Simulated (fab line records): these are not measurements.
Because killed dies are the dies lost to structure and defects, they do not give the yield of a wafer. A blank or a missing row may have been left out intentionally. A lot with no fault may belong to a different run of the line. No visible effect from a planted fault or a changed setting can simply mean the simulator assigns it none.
A lot that was struck, set against a sound lot :: flow sky130 :: 43 out of 708 route steps
Sound: wafers L116.1, L116.3, L116.6. Struck: wafer L133.6 (L133.1, L133.5, from the same lot, were not struck and are left out); the cause is given at the end.
For every step that has rows: the tool of each side, followed by ch and its chambers, followed by its first start. Under that, the readings that differ: sound wafers :: struck wafers :: difference of the means :: sigmas: that difference in standard deviations of wafers without a fault.
alike: readings whose means differ by less than 2 such deviations, and words and numbers that are the same on both sides. not compared: withheld readings, readings that some wafer has no value for, bounds like >300 that may hide the same value, and numbers for which the record gives no deviation and whose values overlap.
The two part at a step that has a row with sigmas, a row that says differs or no value, or rows on one side only. Non-overlapping numbers with no deviation appear without sigmas and do not part them. A reading that every wafer of one side lacks parts them only if that side has two wafers or more.

first, 5 steps without rows for these wafers: SKY_VIA3_ETCH_15 (etches SiO2 in C4F8/O2/Ar, stops on TiN, target depth 507 nm, time 78 s); SKY_VIA3_STRIP_16 (strips in O2/N2); SKY_VIA3_STRIP_17 (strips in post etch residue remover, time 1200 s); SKY_VIA3_CLEAN_18 (cleans in IPA, time 180 s); SKY_VIA3_CLEAN_19 (cleans in O3/DIW).
SKY_VIA3_SPUTTER_20: material TiN, target thk 20 nm, time 80 s.
  sound on pvd sputter-03, day 39 06:31; struck on pvd sputter-02, day 44 18:23
  alike: throttle valve pct
SKY_VIA3_CVD_21: deposits W, target thk 390 nm, time 117.31 s.
  sound on cvd w-01 ch 0,1, day 39 06:34; struck on cvd w-01 ch 0, day 44 18:27
  alike: heater power outer w, heater power w
SKY_VIA3_RS_MEAS_22: measures by four-point-probe.
  sound on film metro-02, day 39 06:41; struck on film metro-02, day 44 18:34
  alike: VIA3_W_RS
SKY_VIA3_THK_MEAS_23: measures by xrf.
  sound on film metro-02, day 39 06:49; struck on film metro-02, day 44 18:41
  alike: VIA3_W_THK
then, 1 step without rows for these wafers: SKY_VIA3_CMP_24 (polishes, stops on SiO2, t overpolish 20 s, target thk 0 nm).
SKY_METAL4_SPUTTER_00: material Ti, target thk 15 nm, time 10 s.
  sound on pvd sputter-02, day 39 07:10; struck on pvd sputter-04, day 44 19:03
  alike: throttle valve pct
then, 1 step without rows for these wafers: SKY_METAL4_SPUTTER_01 (material TiN, target thk 20 nm, time 16.7 s).
SKY_METAL4_SPUTTER_02: material AlCu, target thk 735 nm, time 39.1 s.
  sound on pvd sputter-02, day 39 07:13; struck on pvd sputter-04, day 44 19:06
  alike: throttle valve pct
then, 1 step without rows for these wafers: SKY_METAL4_SPUTTER_03 (material Ti, target thk 5 nm, time 3.3 s).
SKY_METAL4_SPUTTER_04: material TiN, target thk 70 nm, time 58.3 s.
  sound on pvd sputter-02, day 39 07:17; struck on pvd sputter-04, day 44 19:10
  alike: throttle valve pct
then, 1 step without rows for these wafers: SKY_CAP2M_CVD_00 (deposits SiO2, target thk 15.5 nm).
SKY_CAP2M_THK_MEAS_01:
  sound on film metro-04, day 39 07:21; struck on film metro-02, day 44 19:14
  alike: CAP2M_CVD_00_THK
then, 1 step without rows for these wafers: SKY_CAP2M_SPUTTER_02 (material TiN, target thk 200 nm, time 166.7 s).
SKY_CAP2M_RS_MEAS_03: measures by four-point-probe.
  sound on film metro-04, day 39 07:31; struck on film metro-04, day 44 19:25
  alike: CAP2M_TIN_RS
SKY_CAP2M_THK_MEAS_04: measures by xrf.
  sound on film metro-04, day 39 07:38; struck on film metro-04, day 44 19:32
  alike: CAP2M_TIN_THK
then, 7 steps without rows for these wafers: SKY_CAP2M_DEHYDRATE_05 (time 60 s); SKY_CAP2M_HMDS_06 (prime time 60 s); SKY_CAP2M_COAT_07 (resist thk 1140 nm); SKY_CAP2M_SOFTBAKE_08 (time 60 s); SKY_CAP2M_EXPOSE_09 (exposes mask CAP2M, target cd 1000 nm); SKY_CAP2M_PEB_10; SKY_CAP2M_DEVELOP_11 (develop time 60 s).
SKY_CAP2M_OVL_MEAS_12:
  sound on overlay-01, day 40 07:55; struck on overlay-01, day 45 16:27
  alike: CAP2M_OVL
then, 1 step without rows for these wafers: SKY_CAP2M_METAL_ETCH_13 (etches TiN in Cl2/BCl3, stops on SiO2, target depth 220 nm, time 62.9 s).
SKY_CAP2M_STRIP_14: strips in O2/N2.
  sound on plasma asher-02 ch 0,1, day 40 08:01; struck on plasma asher-01 ch 0, day 45 16:34
reading: strip time to endpoint s (s)
sound: 12.61 12.59 12.60
struck: 12.76
difference: +0.16
sigmas: +3
  alike: drypump motor current A, n2 flow sccm, oes product au
  not compared: rf hours counter h
then, 11 steps without rows for these wafers: SKY_CAP2M_STRIP_15 (strips in post etch residue remover, time 1200 s); SKY_CAP2M_CLEAN_16 (cleans in IPA, time 180 s); SKY_CAP2M_CLEAN_17 (cleans in O3/DIW); SKY_METAL4_DEHYDRATE_05 (time 60 s); SKY_METAL4_HMDS_06 (prime time 60 s); SKY_METAL4_COAT_07 (resist thk 60 nm); SKY_METAL4_COAT_08 (resist thk 1140 nm); SKY_METAL4_SOFTBAKE_09 (time 90 s); SKY_METAL4_EXPOSE_10 (exposes mask MM4, target cd 300 nm); SKY_METAL4_PEB_11; SKY_METAL4_DEVELOP_12 (develop time 60 s).
SKY_METAL4_CD_MEAS_13: target cd 300 nm.
  sound on cd sem-02, day 41 07:49; struck on cd sem-01, day 46 14:43
  alike: cd nm
-- the record jumps here: 3 days lie between the struck wafers' starts before and after (it left off in module METAL4 and takes up again in module PAD_OPEN, whose first step shown is number 708 of the route) --
SKY_PAD_OPEN_PROBE_99:
  sound on prober-02, day 45 08:59; struck on prober-02, day 49 23:14
reading: defect limited yield (%)
sound: 84.6 83.1 86.4
struck: 68.1
difference: -16.6
sigmas: -9

reading: killed_at_M0_to_M3
sound: 38 39 39
struck: 52
difference: +13
sigmas: +2

reading: killed_at_M4_up
sound: 1 3 6
struck: 67
difference: +64
sigmas: +35

reading: killed dies
sound: 76 83 67
struck: 157
difference: +82
sigmas: +9

reading: sort_bin_3_pad_short (%)
sound: 0.2 0.8 0.8
struck: 3.7
difference: +3.1
sigmas: +8

reading: sort_bin_5_function (%)
sound: 10.4 10.2 9.8
struck: 19.5
difference: +9.4
sigmas: +7

reading: sort_bin_6_memory (%)
sound: 4.9 5.9 3.0
struck: 8.7
difference: +4.1
sigmas: +4

reading: sort n pass
sound: 416 409 425
struck: 335
difference: -82
sigmas: -9

reading: sort yield pct (%)
sound: 84.6 83.1 86.4
struck: 68.1
difference: -16.6
sigmas: -9

reading: model.etest.tester.sort n pass
sound: 416 409 425
struck: 335
difference: -82
sigmas: 

reading: model.etest.tester.sort yield pct (%)
sound: 84.55 83.13 86.38
struck: 68.09
difference: -16.60
sigmas: 

reading: model.etest.tester.sort_bin_5_pct (%)
sound: 10.37 10.16 9.756
struck: 19.51
difference: +9.41
sigmas: 

reading: model.etest.tester.sort_bin_3_pct (%)
sound: 0.2033 0.813 0.813
struck: 3.659
difference: +3.049
sigmas: 
  alike: killed at contacts, killed at front end, killed at other, killed open, killed short

== WHERE THEY PART ==
At SKY_CAP2M_STRIP_14 first; at SKY_PAD_OPEN_PROBE_99 last (within this record only).

WHY: the cause the simulator had injected
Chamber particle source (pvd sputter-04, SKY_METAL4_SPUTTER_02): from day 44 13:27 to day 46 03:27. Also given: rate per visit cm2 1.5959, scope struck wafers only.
